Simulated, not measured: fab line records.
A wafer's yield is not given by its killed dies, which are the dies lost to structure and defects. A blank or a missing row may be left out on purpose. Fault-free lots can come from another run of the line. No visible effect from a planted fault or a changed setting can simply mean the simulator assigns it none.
fab line records	flow sky130
record lots=5	wafers=15	lastDay=50
route steps=708 shown DNWELL@41 PWDE@45 NWELL@56 VT_ADJUST_HVTP@85 PAD_OPEN@708
lots that met no fault: from a run of the same line without faults
startH: the number of hours between the record's first day and the start of the first shown wafer of the lot	waitH: hours since the lot's step before	" unchanged from the row above	L1.1+2: several wafers, shown together as one row	- either no value or no given start	* or withheld: withheld	< > ~ a bound
route shown NAME@n: names a module that has steps shown in the file, with the first one's number in the route	usual: average and standard deviation across the fault-free wafers	same: alike in all rows	chamber/n: place in a boat	sites: readings site by site	_std_site: standard deviation across them	_edge_site: outer sites' mean less inner sites'	radiusMm: how far each site lies from the wafer's centre	mask NAME#n: copy n	behind: the most recent tool/chamber to have shaped the wafer	hold: what put the lot on hold/how long, in hours/how the hold closed	device: which transistor (n, p or np) failed to switch	end of line: tests of these same wafers at the route's end	a step with no rows: only its recipe	killed: the dies lost at the first sort to structure and to defects; this is not the yield of the wafer	map: per-die view of a wafer (x killed, . not killed, _ where there is no die)
set.NAME: the run value of the setting; set.NAME@STEP: its run value at that earlier step	model.NAME: the simulator's own value behind a step, which no gauge read
lots at some steps of the route; a table a step, a row a wafer
services: a tool's chamber out of use, with start hour (startH, from the record's first day; less than 0 if before it), hours out, and reason
## steps
# step SKY_DNWELL_DEVELOP_06
# recipe wallAngleDeg=90	developer=TMAH	developTimeS=60	devTempC=23
# step SKY_DNWELL_IMPLANT_07
# recipe species=P	energyKev=withheld	doseCm2=withheld	tiltDeg=withheld
# step SKY_DNWELL_STRIP_08
# recipe chemistry=O2/N2	powerW=1400	pressureMtorr=1500	platenTempC=withheld	o2FlowSccm=3000	n2FlowSccm=300	overashFraction=0.5
# usual drypumpMotorCurrentA=5.7/0.32	n2FlowSccm=300.1/0.89	oesProductAu=0.722/0.0046	stripTimeToEndpointS=36.94/0.11
lot.wafer	tool	chamber	startH	waitH	drypumpMotorCurrentA	n2FlowSccm	oesProductAu	rfHoursCounterH	stripTimeToEndpointS
L101.1	plasmaAsher-03	1	61.69	0.1	5.8	299.9	0.722	25	36.78
L101.2	"	0	"	"	6.2	300.8	0.713	25	36.79
L101.6	"	1	"	"	5.8	299.9	0.720	-	36.90
L113.2	plasmaAsher-01	1	126.99	0.1	5.8	299.2	0.722	43	36.89
L113.3	"	1	"	"	5.9	299.5	0.717	-	36.99
L113.4	"	0	"	"	5.6	298.5	0.725	-	36.95
L114.1	plasmaAsher-02	1	131.73	0.1	5.8	300.1	0.723	46	36.88
L114.4	"	1	"	"	5.9	300.8	0.720	-	36.86
L114.6	"	1	"	"	5.9	299.2	0.724	-	37.01
L118.1	plasmaAsher-01	1	163.48	0.1	5.9	300.8	0.718	47	36.93
L118.2	"	0	"	"	5.6	300.9	0.719	47	37.01
L118.5	"	1	"	"	5.9	299.6	0.722	-	37.09
L123.1	plasmaAsher-01	0	180.18	0.1	5.6	300.0	0.718	49	36.96
L123.4	"	1	"	"	5.9	301.4	0.725	-	36.99
L123.6	"	1	"	"	5.9	300.9	0.729	-	37.00
# step SKY_DNWELL_TW_MEAS_09
# usual DNWELL_TW=1122/7.7
lot.wafer	tool	chamber	startH	waitH	DNWELL_TW
L101.1	filmMetro-04	-	61.79	0.1	1128
L101.2	"	-	"	"	1131
L101.6	"	-	"	"	1135
L113.2	filmMetro-03	-	127.10	0.1	1127
L113.3	"	-	"	"	1127
L113.4	"	-	"	"	1125
L114.1	filmMetro-04	-	131.83	0.1	1129
L114.4	"	-	"	"	1126
L114.6	"	-	"	"	1132
L118.1	filmMetro-02	-	163.58	0.1	1111
L118.2	"	-	"	"	1118
L118.5	"	-	"	"	1113
L123.1	filmMetro-04	-	180.28	0.1	1129
L123.4	"	-	"	"	1122
L123.6	"	-	"	"	1126
# step SKY_PWDE_DEHYDRATE_00
# recipe tempC=200	timeS=60
# step SKY_PWDE_HMDS_01
# recipe primeTimeS=60	primeTempC=120
# step SKY_PWDE_COAT_02
# recipe spinRpm=2000	resistThkNm=3000
# step SKY_PWDE_SOFTBAKE_03
# recipe tempC=110	timeS=withheld
# step SKY_PWDE_EXPOSE_04
# recipe maskId=PWDEM	na=0.6	sourceShape=conventional	sigmaOuter=0.6	polarization=unpolarized	targetCdNm=840	doseMj=214
# step SKY_PWDE_PEB_05
# recipe tempC=115	timeS=withheld
# step SKY_PWDE_DEVELOP_06
# recipe wallAngleDeg=90	developer=TMAH	developTimeS=60	devTempC=23
# step SKY_PWDE_OVL_MEAS_07
# usual PWDE_OVL=-0.5/1.3
lot.wafer	tool	chamber	startH	waitH	PWDE_OVL[nm]
L101.1	overlay-01	-	76.69	-	-3.6
L101.2	"	-	"	"	-1.4
L101.6	"	-	"	"	-2.8
L113.2	overlay-01	-	145.25	-	-0.1
L113.3	"	-	"	"	0.2
L113.4	"	-	"	"	0.3
L114.1	overlay-02	-	149.64	-	1.4
L114.4	"	-	"	"	1.6
L114.6	"	-	"	"	0.8
L118.1	overlay-02	-	184.05	-	0.8
L118.2	"	-	"	"	-1.4
L118.5	"	-	"	"	-2.3
L123.1	overlay-01	-	201.59	-	-0.5
L123.4	"	-	"	"	-1.1
L123.6	"	-	"	"	1.1
# step SKY_PWDE_IMPLANT_08
# recipe species=B	energyKev=150	doseCm2=3.6e+12	tiltDeg=withheld
lot.wafer	tool	chamber	startH	waitH
L101.1+2+6	implanter-02	0	76.73	0.0
L113.2+3+4	implanter-01	0	145.30	0.0
L114.1+4+6	implanter-02	0	149.68	0.0
L118.1+2+5	implanter-01	0	184.08	0.0
L123.1+4+6	implanter-03	0	201.63	0.0
# step SKY_PWDE_STRIP_09
# recipe chemistry=O2/N2	powerW=1400	pressureMtorr=1500	platenTempC=withheld	o2FlowSccm=3000	n2FlowSccm=300	overashFraction=0.5
# usual drypumpMotorCurrentA=5.7/0.53	n2FlowSccm=300.1/0.81	oesProductAu=0.723/0.0047	stripTimeToEndpointS=36.94/0.11
lot.wafer	tool	chamber	startH	waitH	drypumpMotorCurrentA	n2FlowSccm	oesProductAu	rfHoursCounterH	stripTimeToEndpointS
L101.1	plasmaAsher-03	0	76.88	0.1	6.2	299.6	0.725	26	37.03
L101.2	"	1	"	"	5.8	299.7	0.720	26	36.98
L101.6	"	1	"	"	5.8	300.1	0.727	-	37.00
L113.2	plasmaAsher-04	0	145.43	0.1	6.3	299.2	0.716	3	36.94
L113.3	"	1	"	"	4.8	301.2	0.720	-	36.91
L113.4	"	0	"	"	6.3	299.0	0.718	-	36.83
L114.1	plasmaAsher-04	0	149.83	0.1	6.3	301.6	0.715	3	36.99
L114.4	"	1	"	"	4.8	300.7	0.728	-	37.04
L114.6	"	1	"	"	4.8	300.4	0.727	-	36.88
L118.1	plasmaAsher-03	0	184.23	0.1	6.2	301.2	0.725	38	36.65
L118.2	"	1	"	"	5.8	300.6	0.716	38	36.82
L118.5	"	0	"	"	6.2	300.7	0.724	-	36.68
L123.1	plasmaAsher-03	1	201.78	0.1	5.8	300.0	0.719	39	36.96
L123.4	"	1	"	"	5.8	299.9	0.729	-	36.99
L123.6	"	1	"	"	5.8	299.7	0.724	-	36.92
# step SKY_PWDE_TW_MEAS_10
# usual PWDE_TW=376.1/2.7
lot.wafer	tool	chamber	startH	waitH	PWDE_TW
L101.1	filmMetro-03	-	76.98	0.1	377.3
L101.2	"	-	"	"	378.4
L101.6	"	-	"	"	378.7
L113.2	filmMetro-04	-	145.54	0.1	375.4
L113.3	"	-	"	"	378.0
L113.4	"	-	"	"	376.0
L114.1	filmMetro-02	-	149.93	0.1	367.3
L114.4	"	-	"	"	367.8
L114.6	"	-	"	"	367.1
L118.1	filmMetro-04	-	184.33	0.1	377.2
L118.2	"	-	"	"	379.4
L118.5	"	-	"	"	379.0
L123.1	filmMetro-04	-	201.88	0.1	379.8
L123.4	"	-	"	"	376.9
L123.6	"	-	"	"	378.8
# step SKY_NWELL_DEHYDRATE_03
# recipe tempC=200	timeS=60
# step SKY_NWELL_HMDS_04
# recipe primeTimeS=60	primeTempC=120
# step SKY_NWELL_COAT_05
# recipe spinRpm=2000	resistThkNm=3000
# step SKY_NWELL_SOFTBAKE_06
# recipe tempC=110	timeS=withheld
# step SKY_NWELL_EXPOSE_07
# recipe maskId=NWM	na=0.6	sourceShape=conventional	sigmaOuter=0.6	polarization=unpolarized	targetCdNm=840	doseMj=255
# step SKY_NWELL_PEB_08
# recipe tempC=115	timeS=withheld
# step SKY_NWELL_DEVELOP_09
# recipe wallAngleDeg=90	developer=TMAH	developTimeS=60	devTempC=23
# step SKY_NWELL_OVL_MEAS_10
# usual NWELL_00_OVL=0.0/1.4
lot.wafer	tool	chamber	startH	waitH	NWELL_00_OVL[nm]
L101.1	overlay-01	-	93.50	-	-0.9
L101.2	"	-	"	"	-1.3
L101.6	"	-	"	"	-1.4
L113.2	overlay-01	-	164.59	-	1.7
L113.3	"	-	"	"	-1.2
L113.4	"	-	"	"	-0.3
L114.1	overlay-02	-	169.38	-	-0.7
L114.4	"	-	"	"	-1.1
L114.6	"	-	"	"	-0.7
L118.1	overlay-01	-	205.20	-	-0.7
L118.2	"	-	"	"	-0.5
L118.5	"	-	"	"	-0.7
L123.1	overlay-02	-	223.95	-	1.4
L123.4	"	-	"	"	-0.2
L123.6	"	-	"	"	1.7
# step SKY_NWELL_IMPLANT_11
# recipe species=P	energyKev=400	doseCm2=1.9e+13	tiltDeg=withheld
# step SKY_NWELL_IMPLANT_12
# recipe species=P	energyKev=118.9	doseCm2=1.3e+12	tiltDeg=withheld
# step SKY_NWELL_IMPLANT_13
# recipe species=P	energyKev=50	doseCm2=7e+11	tiltDeg=withheld
# step SKY_NWELL_STRIP_14
# recipe chemistry=O2/N2	powerW=1400	pressureMtorr=1500	platenTempC=withheld	o2FlowSccm=3000	n2FlowSccm=300	overashFraction=0.5
# usual drypumpMotorCurrentA=5.6/0.51	n2FlowSccm=299.9/0.89	oesProductAu=0.723/0.0045	stripTimeToEndpointS=36.95/0.12
lot.wafer	tool	chamber	startH	waitH	drypumpMotorCurrentA	n2FlowSccm	oesProductAu	rfHoursCounterH	stripTimeToEndpointS
L101.1	plasmaAsher-02	0	93.98	0.1	5.1	300.9	0.720	42	37.06
L101.2	"	1	"	"	5.9	300.2	0.720	42	37.02
L101.6	"	1	"	"	5.9	301.4	0.728	-	37.00
L113.2	plasmaAsher-02	1	165.07	0.1	5.9	300.9	0.719	49	37.00
L113.3	"	1	"	"	5.9	300.5	0.719	-	36.81
L113.4	"	0	"	"	5.1	299.8	0.721	-	36.90
L114.1	plasmaAsher-01	0	169.87	0.1	5.6	298.9	0.726	48	36.88
L114.4	"	1	"	"	5.9	300.0	0.720	-	37.01
L114.6	"	0	"	"	5.6	300.2	0.724	-	36.90
L118.1	plasmaAsher-02	1	205.68	0.1	5.9	300.1	0.716	53	37.01
L118.2	"	0	"	"	5.1	299.5	0.726	53	37.07
L118.5	"	1	"	"	5.9	299.9	0.725	-	36.92
L123.1	plasmaAsher-02	1	224.43	0.1	5.9	300.4	0.724	55	36.83
L123.4	"	0	"	"	5.1	301.3	0.725	-	36.85
L123.6	"	1	"	"	5.9	301.9	0.724	-	36.92
# step SKY_NWELL_TW_MEAS_15
# usual NWELL_TW=1831/15
lot.wafer	tool	chamber	startH	waitH	NWELL_TW
L101.1	filmMetro-04	-	94.08	0.1	1835
L101.2	"	-	"	"	1852
L101.6	"	-	"	"	1854
L113.2	filmMetro-02	-	165.18	0.1	1826
L113.3	"	-	"	"	1823
L113.4	"	-	"	"	1817
L114.1	filmMetro-03	-	169.97	0.1	1824
L114.4	"	-	"	"	1832
L114.6	"	-	"	"	1830
L118.1	filmMetro-02	-	205.78	0.1	1808
L118.2	"	-	"	"	1797
L118.5	"	-	"	"	1804
L123.1	filmMetro-02	-	224.53	0.1	1824
L123.4	"	-	"	"	1829
L123.6	"	-	"	"	1820
# step SKY_NWELL_DEHYDRATE_16
# recipe tempC=200	timeS=60
# step SKY_NWELL_HMDS_17
# recipe primeTimeS=60	primeTempC=120
# step SKY_NWELL_COAT_18
# recipe spinRpm=2000	resistThkNm=3000
# step SKY_NWELL_SOFTBAKE_19
# recipe tempC=110	timeS=withheld
# step SKY_NWELL_EXPOSE_20
# recipe maskId=NWM_COMPLEMENT	na=0.6	sourceShape=conventional	sigmaOuter=0.6	polarization=unpolarized	targetCdNm=840	doseMj=257.9
# step SKY_NWELL_PEB_21
# recipe tempC=115	timeS=withheld
# step SKY_NWELL_DEVELOP_22
# recipe wallAngleDeg=90	developer=TMAH	developTimeS=60	devTempC=23
# step SKY_NWELL_OVL_MEAS_23
# usual NWELL_01_OVL=-0.4/1.6
lot.wafer	tool	chamber	startH	waitH	NWELL_01_OVL[nm]
L101.1	overlay-02	-	111.93	-	0.3
L101.2	"	-	"	"	-1.0
L101.6	"	-	"	"	-0.2
L113.2	overlay-02	-	185.70	-	-1.5
L113.3	"	-	"	"	-1.1
L113.4	"	-	"	"	-0.8
L114.1	overlay-02	-	190.25	-	-0.5
L114.4	"	-	"	"	2.5
L114.6	"	-	"	"	1.2
L118.1	overlay-02	-	228.40	-	1.3
L118.2	"	-	"	"	2.7
L118.5	"	-	"	"	0.7
L123.1	overlay-02	-	247.68	-	0.9
L123.4	"	-	"	"	-0.4
L123.6	"	-	"	"	-1.3
# step SKY_NWELL_IMPLANT_24
# recipe species=B	energyKev=140	doseCm2=9.2e+12	tiltDeg=withheld
# step SKY_NWELL_STRIP_25
# recipe chemistry=O2/N2	powerW=1400	pressureMtorr=1500	platenTempC=withheld	o2FlowSccm=3000	n2FlowSccm=300	overashFraction=0.5
# usual drypumpMotorCurrentA=5.6/0.57	n2FlowSccm=300.1/0.93	oesProductAu=0.722/0.0044	stripTimeToEndpointS=36.92/0.093
lot.wafer	tool	chamber	startH	waitH	drypumpMotorCurrentA	n2FlowSccm	oesProductAu	rfHoursCounterH	stripTimeToEndpointS
L101.1	plasmaAsher-01	1	112.12	0.1	5.9	298.7	0.721	42	36.85
L101.2	"	0	"	"	5.6	299.7	0.721	42	36.93
L101.6	"	1	"	"	5.9	301.0	0.717	-	36.88
L113.2	plasmaAsher-04	1	185.88	0.1	4.8	301.1	0.720	7	36.95
L113.3	"	0	"	"	6.3	299.4	0.724	-	37.03
L113.4	"	1	"	"	4.8	301.6	0.727	-	36.89
L114.1	plasmaAsher-04	1	190.43	0.1	4.8	301.8	0.721	7	37.01
L114.4	"	1	"	"	4.8	301.8	0.723	-	37.09
L114.6	"	1	"	"	4.8	300.9	0.720	-	36.98
L118.1	plasmaAsher-01	0	228.73	0.2	5.6	300.0	0.727	53	36.82
L118.2	"	1	"	"	5.8	301.3	0.720	53	36.89
L118.5	"	0	"	"	5.6	300.5	0.723	-	36.91
L123.1	plasmaAsher-02	0	247.87	0.1	5.1	300.7	0.715	57	36.88
L123.4	"	0	"	"	5.1	300.2	0.727	-	37.00
L123.6	"	0	"	"	5.1	301.2	0.725	-	36.93
# step SKY_NWELL_TW_MEAS_26
# usual NWELL_2_TW=500/3.1
lot.wafer	tool	chamber	startH	waitH	NWELL_2_TW
L101.1	filmMetro-03	-	112.22	0.1	500
L101.2	"	-	"	"	504
L101.6	"	-	"	"	502
L113.2	filmMetro-04	-	185.99	0.1	503
L113.3	"	-	"	"	501
L113.4	"	-	"	"	500
L114.1	filmMetro-04	-	190.53	0.1	503
L114.4	"	-	"	"	502
L114.6	"	-	"	"	502
L118.1	filmMetro-04	-	228.83	0.1	504
L118.2	"	-	"	"	503
L118.5	"	-	"	"	502
L123.1	filmMetro-04	-	247.97	0.1	505
L123.4	"	-	"	"	503
L123.6	"	-	"	"	503
# step SKY_NWELL_CLEAN_27
# recipe chemistry=SC1/SC2	mix=1:4:20	tempC=70	timeS=150	dry=n2Spin
# step SKY_NWELL_RTA_28
# recipe tempC=1050	timeS=30	idleTempC=650	rampUpCPerS=150	rampDownCPerS=90	ambient=N2
# usual lampPowerPct=25.31/0.052	wafer_temp_C_max=1054.9/0.87
lot.wafer	tool	chamber	startH	waitH	lampPowerPct	wafer_temp_C_max
L101.1	rtpAnneal-01	0	112.34	0.0	25.36	1056.5
L101.2	"	0	"	"	25.33	1054.7
L101.6	"	0	"	"	25.38	1054.1
L113.2	rtpAnneal-01	0	186.13	0.0	25.27	1055.1
L113.3	"	0	"	"	25.20	1053.9
L113.4	"	0	"	"	25.35	1053.9
L114.1	rtpAnneal-01	0	190.64	0.0	25.30	1054.5
L114.4	"	0	"	"	25.39	1054.1
L114.6	"	0	"	"	25.24	1054.2
L118.1	rtpAnneal-02	0	228.94	0.0	25.25	1055.3
L118.2	"	0	"	"	25.28	1054.4
L118.5	"	0	"	"	25.37	1055.3
L123.1	rtpAnneal-01	0	248.08	0.0	25.30	1054.9
L123.4	"	0	"	"	25.37	1054.0
L123.6	"	0	"	"	25.31	1054.1
# step SKY_NWELL_RS_MEAS_29
# recipe thkMeasGauge=four-point-probe
# usual NWELL_RS=624.4/1.9
lot.wafer	tool	chamber	startH	waitH	NWELL_RS[ohm/sq]
L101.1	filmMetro-03	-	112.44	0.1	621.7
L101.2	"	-	"	"	623.0
L101.6	"	-	"	"	622.5
L113.2	filmMetro-02	-	186.31	0.2	625.4
L113.3	"	-	"	"	625.7
L113.4	"	-	"	"	626.0
L114.1	filmMetro-03	-	190.74	0.1	625.4
L114.4	"	-	"	"	623.2
L114.6	"	-	"	"	625.7
L118.1	filmMetro-02	-	229.04	0.1	627.4
L118.2	"	-	"	"	627.0
L118.5	"	-	"	"	627.4
L123.1	filmMetro-02	-	248.18	0.1	626.1
L123.4	"	-	"	"	628.2
L123.6	"	-	"	"	629.4
# step SKY_NWELL_RS_MEAS_31
# recipe thkMeasGauge=four-point-probe
# usual PWDE_RS=5274/17
lot.wafer	tool	chamber	startH	waitH	hold	PWDE_RS[ohm/sq]
L101.1	filmMetro-03	-	112.68	0.1	-	5260
L101.2	"	-	"	"	-	5256
L101.6	"	-	"	"	-	5238
L113.2	filmMetro-02	-	186.55	0.1	-	5283
L113.3	"	-	"	"	-	5261
L113.4	"	-	"	"	-	5287
L114.1	filmMetro-03	-	190.98	0.1	awaitDispo/0.2h/release	5487
L114.4	"	-	"	"	awaitDispo/0.2h/release	5481
L114.6	"	-	"	"	awaitDispo/0.2h/release	5457
L114.1	filmMetro-03	-	191.27	0.3	-	5505
L114.4	"	-	"	"	-	5484
L114.6	"	-	"	"	-	5464
L118.1	filmMetro-02	-	229.28	0.1	-	5280
L118.2	"	-	"	"	-	5310
L118.5	"	-	"	"	-	5308
L123.1	filmMetro-02	-	248.42	0.1	-	5277
L123.4	"	-	"	"	-	5275
L123.6	"	-	"	"	-	5270
# step SKY_VT_ADJUST_HVTP_DEHYDRATE_00
# recipe tempC=200	timeS=60
lot.wafer	tool	chamber	startH	waitH	hold
L101.1+2+6	lithoTrack-04	0	120.99	8.3	-
L113.2+3+4	lithoTrack-03	0	196.52	9.9	-
L114.1+4+6	lithoTrack-01	0	201.19	9.9	awaitDispo/1.5h/release
L118.1+2+5	lithoTrack-04	0	239.29	10.0	-
L123.1+4+6	lithoTrack-01	0	259.54	11.1	-
# step SKY_PAD_OPEN_PROBE_99
# usual killed_at_M0_to_M3=43/7.4	killed_at_M4_up=3.1/1.8	killedAtContacts=26/5.6	killedAtFrontEnd=15/4.9	killedAtOther=0.2/0.44	killedDies=87/10	killedOpen=48/7.6	killedShort=39/6.2
# same grossDies=492	killedAtBackSide=0
lot.wafer	tool	chamber	startH	waitH	killed_at_M0_to_M3	killed_at_M4_up	killedAtContacts	killedAtFrontEnd	killedAtOther	killedDies	killedOpen	killedShort	model.etest.resPwdeUnderGate.rsOhmSq
L101.1	prober-01	-	1087.01	0.1	42	6	26	19	1	94	54	40	6205
L101.2	prober-01	-	1087.06	0.1	54	1	28	15	0	98	55	43	6182
L101.6	prober-01	-	1087.26	0.2	43	3	29	15	1	91	49	42	6149
L113.2	prober-02	-	1153.12	0.1	34	2	34	15	0	85	49	36	6153
L113.3	prober-02	-	1153.17	0.2	26	3	18	13	0	60	32	28	6169
L113.4	prober-02	-	1153.22	0.2	40	1	21	21	0	83	45	38	6167
L114.1	prober-01	-	1159.00	0.1	37	5	28	14	0	84	42	42	6652
L114.4	prober-01	-	1159.15	0.2	40	6	20	6	1	73	39	34	6657
L114.6	prober-01	-	1159.25	0.2	58	3	23	12	0	96	58	38	6647
L118.1	prober-01	-	1184.10	0.1	47	1	31	13	0	92	45	46	6207
L118.2	prober-01	-	1184.15	0.1	56	2	28	13	1	100	54	46	6281
L118.5	prober-01	-	1184.30	0.2	52	1	25	14	0	92	45	46	6221
L123.1	prober-01	-	1201.60	0.1	39	2	31	12	0	84	47	37	6194
L123.4	prober-01	-	1201.75	0.2	42	2	26	11	0	81	45	36	6157
L123.6	prober-01	-	1201.85	0.2	58	1	26	17	0	102	57	44	6153
# killed by level:class
L101.1 VIA1:geometricParticle:open=11 CONTACT:geometricParticle:open=10 VIA2:geometricParticle:open=7 LI_CONTACT:geometricParticle:open=6 VIA3:geometricParticle:open=6 FIELD_ISO:geometricParticle:open=5 LOCAL_INTERCONNECT:geometricParticle:short=5 METAL2:geometricParticle:short=5
L101.2 VIA1:geometricParticle:open=11 LI_CONTACT:geometricParticle:open=9 CONTACT:geometricParticle:open=9 VIA3:geometricParticle:open=8 METAL2:geometricParticle:short=7 VIA2:geometricParticle:open=6 POLY_GATE:geometricParticle:short=4 VIA2:geometricParticle:short=4
L101.6 VIA1:geometricParticle:open=11 LI_CONTACT:geometricParticle:open=9 CONTACT:geometricParticle:open=9 POLY_GATE:geometricParticle:short=6 CONTACT:geometricParticle:short=6 METAL1:geometricParticle:short=5 POLY_GATE:geometricParticle:open=4 VIA2:geometricParticle:short=4
L113.2 CONTACT:geometricParticle:open=14 VIA1:geometricParticle:open=10 FIELD_ISO:geometricParticle:open=7 CONTACT:geometricParticle:short=7 METAL2:geometricParticle:short=7 LI_CONTACT:geometricParticle:open=6 LOCAL_INTERCONNECT:geometricParticle:short=5 FIELD_ISO:geometricParticle:short=4
L113.3 CONTACT:geometricParticle:open=9 VIA1:geometricParticle:open=7 VIA1:geometricParticle:short=4 FIELD_ISO:geometricParticle:short=3 POLY_GATE:geometricParticle:open=3 SPACER:geometricParticle:open=3 CONTACT:geometricParticle:short=3 VIA2:geometricParticle:open=3
L113.4 CONTACT:geometricParticle:open=8 VIA2:geometricParticle:open=7 LI_CONTACT:geometricParticle:open=6 FIELD_ISO:geometricParticle:open=5 METAL1:geometricParticle:short=5 VIA1:geometricParticle:open=5 METAL2:geometricParticle:short=5 METAL3:geometricParticle:short=5
L114.1 CONTACT:geometricParticle:open=8 METAL1:geometricParticle:short=8 LI_CONTACT:geometricParticle:open=6 VIA3:geometricParticle:open=6 VIA1:geometricParticle:open=6 VIA2:geometricParticle:open=6 LOCAL_INTERCONNECT:geometricParticle:short=5 CONTACT:geometricParticle:short=5
L114.4 CONTACT:geometricParticle:open=11 VIA2:geometricParticle:open=10 METAL2:geometricParticle:short=7 METAL4:geometricParticle:short=6 CONTACT:geometricParticle:short=5 VIA1:geometricParticle:open=5 VIA3:geometricParticle:open=5 METAL1:geometricParticle:short=4
L114.6 VIA1:geometricParticle:open=13 VIA3:geometricParticle:open=12 CONTACT:geometricParticle:open=10 VIA1:geometricParticle:short=6 METAL2:geometricParticle:short=6 VIA2:geometricParticle:open=6 VIA3:geometricParticle:short=5 LOCAL_INTERCONNECT:geometricParticle:short=4
L118.1 VIA1:geometricParticle:open=10 VIA1:geometricParticle:short=8 LOCAL_INTERCONNECT:geometricParticle:short=7 CONTACT:geometricParticle:open=7 VIA2:geometricParticle:open=7 CONTACT:geometricParticle:short=6 VIA3:geometricParticle:open=6 FIELD_ISO:geometricParticle:open=5
L118.2 VIA1:geometricParticle:open=13 CONTACT:geometricParticle:short=12 VIA2:geometricParticle:open=12 CONTACT:geometricParticle:open=8 VIA3:geometricParticle:open=7 METAL2:geometricParticle:short=6 METAL1:geometricParticle:short=6 FIELD_ISO:geometricParticle:open=5
L118.5 VIA1:geometricParticle:open=11 CONTACT:geometricParticle:open=7 METAL2:geometricParticle:short=7 VIA3:geometricParticle:open=7 VIA1:geometricParticle:short=6 METAL3:geometricParticle:short=5 LI_CONTACT:geometricParticle:short=5 FIELD_ISO:geometricParticle:short=4
L123.1 CONTACT:geometricParticle:open=9 VIA1:geometricParticle:open=8 METAL2:geometricParticle:short=6 LOCAL_INTERCONNECT:geometricParticle:short=6 VIA3:geometricParticle:open=6 FIELD_ISO:geometricParticle:open=5 CONTACT:geometricParticle:short=5 FIELD_ISO:geometricParticle:short=4
L123.4 VIA1:geometricParticle:open=12 LI_CONTACT:geometricParticle:open=9 CONTACT:geometricParticle:open=7 VIA3:geometricParticle:open=7 CONTACT:geometricParticle:short=6 METAL1:geometricParticle:short=6 POLY_GATE:geometricParticle:open=4 VIA1:geometricParticle:short=4
L123.6 VIA1:geometricParticle:open=19 CONTACT:geometricParticle:open=9 METAL2:geometricParticle:short=8 FIELD_ISO:geometricParticle:open=6 LI_CONTACT:geometricParticle:open=6 VIA2:geometricParticle:open=6 LOCAL_INTERCONNECT:geometricParticle:short=5 METAL1:geometricParticle:short=5
## services
tool	chamber	startH	hours	kind
plasmaAsher-02	-	73.61	7.6	pm
implanter-02	-	78.89	4.7	pm
implanter-01	-	79.81	2.2	repair
plasmaAsher-02	-	87.62	2.6	repair
implanter-01	-	101.06	3.5	repair
plasmaAsher-04	-	108.75	9.0	pm
plasmaAsher-04	0	108.75	9.0	ventCycle
plasmaAsher-04	1	108.75	9.0	ventCycle
plasmaAsher-04	0	117.75	-	clean
plasmaAsher-04	1	117.75	-	clean
plasmaAsher-03	-	120.57	0.9	repair
implanter-01	-	173.02	1.5	repair
plasmaAsher-02	-	174.60	5.1	repair
plasmaAsher-01	-	202.18	2.8	pm
plasmaAsher-01	-	234.53	14.6	pm
## key
firstSign step=SKY_PWDE_TW_MEAS_10	reading=PWDE_TW	direction=down	sigmas=3.2	usual=376.1	struck=367.4
effect step=SKY_NWELL_RS_MEAS_31	reading=PWDE_RS	direction=up	sigmas=12	usual=5274	struck=5475
modelEffect step=SKY_PAD_OPEN_PROBE_99	value=etest.resPwdeUnderGate.rsOhmSq	without=6092	struck=6652
metAt SKY_PWDE_IMPLANT_08
struckWafers L114.1,L114.4,L114.6
testerLeftOut L114
onsetBetween 76.73 149.68
alsoFits SKY_DNWELL_STRIP_08:plasmaAsher-02,SKY_PWDE_STRIP_09:plasmaAsher-04
fault kind=processParameterDrift	tool=implanter-02	chamber=-	onsetH=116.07	steps=SKY_PWDE_IMPLANT_08	channel=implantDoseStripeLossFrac	offset=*	shape=step	endH=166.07
# testerLeftOut: of these lots the tester's yield and bins aren't shown, on N5 and GAA mostly nor the transistor test; their killed dies are dies lost to structure and defects alone, not to doping, threshold or leakage, so they don't give the yield
